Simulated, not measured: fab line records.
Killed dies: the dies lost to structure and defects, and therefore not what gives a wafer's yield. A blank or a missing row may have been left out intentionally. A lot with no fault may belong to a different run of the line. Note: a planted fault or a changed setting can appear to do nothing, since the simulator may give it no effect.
Commonality check across tools || flow sky130 || Sampled: 11 lots, 33 wafers

THE REASON FOR OPENING IT
At SKY_SD_N_RS_MEAS_16 the reading SD_N_RS is flagged on 2 of 11 lots. Fault-free wafers read 68.49 ohm/sq, with a standard deviation of 0.11.
Rule: a lot is flagged in two cases, either no wafer of it has a number, or all its wafers with numbers fall more than 4 standard deviations from that mean. The other lots count as sound.

{"lot": "L811", "measured": "day 27 16:07", "on": "film-metro-04", "SD_N_RS (ohm/sq), wafer by wafer": "68.45 68.42 68.39", "flag": ""}
{"lot": "L812", "measured": "day 27 22:29", "on": "film-metro-02", "SD_N_RS (ohm/sq), wafer by wafer": "68.52 68.58 68.62", "flag": ""}
{"lot": "L813", "measured": "day 28 01:16", "on": "film-metro-03", "SD_N_RS (ohm/sq), wafer by wafer": "68.69 68.59 68.73", "flag": ""}
{"lot": "L814", "measured": "day 28 14:20", "on": "film-metro-04", "SD_N_RS (ohm/sq), wafer by wafer": "68.46 68.53 68.41", "flag": ""}
{"lot": "L815", "measured": "day 28 22:23", "on": "film-metro-04", "SD_N_RS (ohm/sq), wafer by wafer": "68.71 68.51 68.45", "flag": ""}
{"lot": "L816", "measured": "day 29 14:21", "on": "film-metro-03", "SD_N_RS (ohm/sq), wafer by wafer": "68.51 68.39 68.39", "flag": ""}
{"lot": "L825", "measured": "day 32 08:42", "on": "film-metro-04", "SD_N_RS (ohm/sq), wafer by wafer": "70.50 70.62 70.55", "flag": "FLAGGED"}
{"lot": "L826", "measured": "day 32 19:56", "on": "film-metro-02", "SD_N_RS (ohm/sq), wafer by wafer": "70.79 70.73 70.64", "flag": "FLAGGED"}
{"lot": "L831", "measured": "day 35 18:58", "on": "film-metro-02", "SD_N_RS (ohm/sq), wafer by wafer": "68.68 68.55 68.45", "flag": ""}
{"lot": "L832", "measured": "day 35 19:44", "on": "film-metro-03", "SD_N_RS (ohm/sq), wafer by wafer": "68.64 68.59 68.48", "flag": ""}
{"lot": "L833", "measured": "day 36 02:01", "on": "film-metro-03", "SD_N_RS (ohm/sq), wafer by wafer": "68.46 68.66 68.56", "flag": ""}
The numbers of the flagged lots are 70.64 ohm/sq on average: +2.15 ohm/sq against the usual, or +20 standard deviations.

LOT BY LOT: THE TOOL USED
3 process steps preceding the reading are held in the record, out of 708 steps in the route. Read each cell as the tool, then ch plus the chambers that the sampled wafers visited, then the start.
{"lot": "L811", "flag": "", "SKY_SPACER_ETCHBACK_02": "rie-diel-04 ch 0,1, day 22 15:19", "SKY_POLY_CUT_ETCH_10": "rie-diel-04 ch 1,2,3, day 23 20:59", "SKY_SD_N_RTA_14": "rtp-anneal-02 ch 0, day 27 15:56"}
{"lot": "L812", "flag": "", "SKY_SPACER_ETCHBACK_02": "rie-diel-01 ch 1,2,3, day 22 22:35", "SKY_POLY_CUT_ETCH_10": "rie-diel-04 ch 0,1,2, day 24 04:53", "SKY_SD_N_RTA_14": "rtp-anneal-01 ch 0, day 27 22:17"}
{"lot": "L813", "flag": "", "SKY_SPACER_ETCHBACK_02": "rie-diel-01 ch 1,2, day 23 03:17", "SKY_POLY_CUT_ETCH_10": "rie-diel-01 ch 2,3, day 24 08:53", "SKY_SD_N_RTA_14": "rtp-anneal-02 ch 0, day 28 01:05"}
{"lot": "L814", "flag": "", "SKY_SPACER_ETCHBACK_02": "rie-diel-04 ch 0,1, day 23 16:09", "SKY_POLY_CUT_ETCH_10": "rie-diel-04 ch 1,2,3, day 24 21:56", "SKY_SD_N_RTA_14": "rtp-anneal-01 ch 0, day 28 14:10"}
{"lot": "L815", "flag": "", "SKY_SPACER_ETCHBACK_02": "rie-diel-01 ch 1,2, day 24 00:59", "SKY_POLY_CUT_ETCH_10": "rie-diel-04 ch 0,1,2, day 25 06:50", "SKY_SD_N_RTA_14": "rtp-anneal-02 ch 0, day 28 22:12"}
{"lot": "L816", "flag": "", "SKY_SPACER_ETCHBACK_02": "rie-diel-02 ch 1,2,3, day 24 17:52", "SKY_POLY_CUT_ETCH_10": "rie-diel-03 ch 2,3, day 25 23:56", "SKY_SD_N_RTA_14": "rtp-anneal-01 ch 0, day 29 14:10"}
{"lot": "L825", "flag": "FLAGGED", "SKY_SPACER_ETCHBACK_02": "rie-diel-01 ch 0,1,2, day 27 15:44", "SKY_POLY_CUT_ETCH_10": "rie-diel-03 ch 0,1,2, day 28 20:23", "SKY_SD_N_RTA_14": "rtp-anneal-01 ch 0, day 32 08:31"}
{"lot": "L826", "flag": "FLAGGED", "SKY_SPACER_ETCHBACK_02": "rie-diel-02 ch 2,3, day 28 03:00", "SKY_POLY_CUT_ETCH_10": "rie-diel-04 ch 0,2,3, day 29 07:47", "SKY_SD_N_RTA_14": "rtp-anneal-01 ch 0, day 32 19:46"}
{"lot": "L831", "flag": "", "SKY_SPACER_ETCHBACK_02": "rie-diel-02 ch 0,3, day 31 06:37", "SKY_POLY_CUT_ETCH_10": "rie-diel-04 ch 1,3, day 32 09:56", "SKY_SD_N_RTA_14": "rtp-anneal-02 ch 0, day 35 18:46"}
{"lot": "L832", "flag": "", "SKY_SPACER_ETCHBACK_02": "rie-diel-01 ch 1,2,3, day 31 07:54", "SKY_POLY_CUT_ETCH_10": "rie-diel-01 ch 0,1,2, day 32 11:17", "SKY_SD_N_RTA_14": "rtp-anneal-02 ch 0, day 35 19:33"}
{"lot": "L833", "flag": "", "SKY_SPACER_ETCHBACK_02": "rie-diel-01 ch 0,1,3, day 31 14:37", "SKY_POLY_CUT_ETCH_10": "rie-diel-03 ch 1,2,3, day 32 17:53", "SKY_SD_N_RTA_14": "rtp-anneal-02 ch 0, day 36 01:47"}
What is done by these steps:
- SKY_SPACER_ETCHBACK_02: etches Si3N4 in CH3F/O2, stops on SiO2, time 46.7 s, target depth 45 nm.
- SKY_POLY_CUT_ETCH_10: etches BARC in N2/H2, stops on SiO2, time 45.9 s, target depth 60 nm.
- SKY_SD_N_RTA_14: time 2 s.
- SKY_SD_N_RS_MEAS_16: measures by four-point-probe.

FLAGGED OVER TOTAL, TOOL BY TOOL (the gauges that took the reading come last)
{"step": "SKY_SPACER_ETCHBACK_02", "tool": "rie-diel-01", "lots run": 6, "flagged": 1, "share of the flagged lots": "some", "sound lots run after its first flagged lot": "2 (L832,L833)"}
{"step": "SKY_SPACER_ETCHBACK_02", "tool": "rie-diel-02", "lots run": 3, "flagged": 1, "share of the flagged lots": "some", "sound lots run after its first flagged lot": "1 (L831)"}
{"step": "SKY_SPACER_ETCHBACK_02", "tool": "rie-diel-04", "lots run": 2, "flagged": 0, "share of the flagged lots": "none", "sound lots run after its first flagged lot": "-"}
{"step": "SKY_POLY_CUT_ETCH_10", "tool": "rie-diel-01", "lots run": 2, "flagged": 0, "share of the flagged lots": "none", "sound lots run after its first flagged lot": "-"}
{"step": "SKY_POLY_CUT_ETCH_10", "tool": "rie-diel-03", "lots run": 3, "flagged": 1, "share of the flagged lots": "some", "sound lots run after its first flagged lot": "1 (L833)"}
{"step": "SKY_POLY_CUT_ETCH_10", "tool": "rie-diel-04", "lots run": 6, "flagged": 1, "share of the flagged lots": "some", "sound lots run after its first flagged lot": "1 (L831)"}
{"step": "SKY_SD_N_RTA_14", "tool": "rtp-anneal-01", "lots run": 5, "flagged": 2, "share of the flagged lots": "all", "sound lots run after its first flagged lot": 0}
{"step": "SKY_SD_N_RTA_14", "tool": "rtp-anneal-02", "lots run": 6, "flagged": 0, "share of the flagged lots": "none", "sound lots run after its first flagged lot": "-"}
{"step": "SKY_SD_N_RS_MEAS_16", "tool": "film-metro-02", "lots run": 3, "flagged": 1, "share of the flagged lots": "some", "sound lots run after its first flagged lot": "1 (L831)"}
{"step": "SKY_SD_N_RS_MEAS_16", "tool": "film-metro-03", "lots run": 4, "flagged": 0, "share of the flagged lots": "none", "sound lots run after its first flagged lot": "-"}
{"step": "SKY_SD_N_RS_MEAS_16", "tool": "film-metro-04", "lots run": 4, "flagged": 1, "share of the flagged lots": "some", "sound lots run after its first flagged lot": 0}

WHAT THE TABLE ALLOWS
In the table, 1 row covers all flagged lots: rtp-anneal-01 at SKY_SD_N_RTA_14.
- rtp-anneal-01 at SKY_SD_N_RTA_14: 2 of its 5 lots flagged. Its last sound lot is L816 (day 29 14:10), its first flagged lot L825 (day 32 08:31): a fault that began between those two fits. Its own readings lie more than 4 standard deviations out on every wafer of the flagged lots: lamp-power-pct.
Just one tool remains: rtp-anneal-01 at SKY_SD_N_RTA_14.

WHAT THE SIMULATOR HAD PUT IN
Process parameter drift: rtp-anneal-01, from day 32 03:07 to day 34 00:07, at SKY_SD_N_RTA_14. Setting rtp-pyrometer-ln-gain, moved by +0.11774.
Shown lots that were struck: L825, L826. Same finding as the rule above.
